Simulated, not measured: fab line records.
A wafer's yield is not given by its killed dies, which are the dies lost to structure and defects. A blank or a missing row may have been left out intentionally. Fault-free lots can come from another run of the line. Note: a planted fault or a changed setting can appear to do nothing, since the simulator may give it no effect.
A struck lot beside a sound one	flow gf180mcu	14 out of 602 route steps
Sound: wafers L172.1, L172.4, L172.5. Wafers L187.3, L187.5, L187.6 were the ones struck. The cause is named last.
Per side, at each step with rows, come the tool, then ch with its chambers, and then its first start. Under that, the readings that differ: sound wafers	struck wafers	difference of the means	sigmas: that difference in standard deviations of wafers without a fault.
alike: a reading whose means differ by less than 2 such deviations, as well as words and numbers matching on both sides. not compared: withheld readings; readings where some wafer has no value; bounds like >300 that might hide an equal value; numbers whose values overlap and for which the record gives no deviation.
A row with sigmas, a row that says differs or no value, or rows on one side alone: a step with any of these is where the two part. Numbers that don't overlap but have no deviation are shown without sigmas and don't part them. Lack of a reading on every wafer of one side parts them only where that side has two or more wafers.

first, 1 step without rows for these wafers: GF_NWELL_DEVELOP_06 (develop time 60 s).
GF_NWELL_OVL_MEAS_07:
  sound on overlay-02 at day 4 00:27; struck on overlay-02 at day 7 12:34
  alike: NWELL_OVL
then, 2 steps without rows for these wafers: GF_NWELL_IMPLANT_08; GF_NWELL_IMPLANT_09.
GF_NWELL_STRIP_10: strips in O2/N2.
  sound on plasmaAsher-02 ch 0,1, day 4 00:47; struck on plasmaAsher-02 ch 0,1, day 7 12:55
  alike: drypumpMotorCurrentA, heaterPowerW, oesProductAu, stripTimeToEndpointS
  not compared: rfHoursCounterH
GF_NWELL_TW_MEAS_11:
  sound on filmMetro-01 at day 4 00:53; struck on filmMetro-02 at day 7 13:00
  alike: NWELL_TW
then, 6 steps without rows for these wafers: GF_LVPWELL_DEHYDRATE_00 (time 60 s); GF_LVPWELL_HMDS_01 (prime time 60 s); GF_LVPWELL_COAT_02 (resist thk 3000 nm); GF_LVPWELL_SOFTBAKE_03; GF_LVPWELL_EXPOSE_04 (exposes mask LVPWELL, target cd 600 nm); GF_LVPWELL_PEB_05.
GF_LVPWELL_DEVELOP_06: develop time 60 s.
  sound on lithoTrack-04 ch 0, day 4 14:00; struck on lithoTrack-01, day 8 04:00
  no value came back on the struck wafers for chillPlateTempC (C), developTimeS (s), resistLineTempC (C); on the sound wafers chillPlateTempC (C) reads 23.18 23.03 22.96
GF_LVPWELL_OVL_MEAS_07:
  sound on overlay-02 at day 4 14:55; struck on overlay-01 at day 8 05:05
reading	sound	struck	difference	sigmas
LVPWELL_OVL (nm)	0.1 -1.1 -0.6	- - -	no value on the struck wafers	

== WHERE THEY PART ==
At GF_LVPWELL_DEVELOP_06 first; at GF_LVPWELL_OVL_MEAS_07 last (within this record only).

WHY: the cause the simulator had injected
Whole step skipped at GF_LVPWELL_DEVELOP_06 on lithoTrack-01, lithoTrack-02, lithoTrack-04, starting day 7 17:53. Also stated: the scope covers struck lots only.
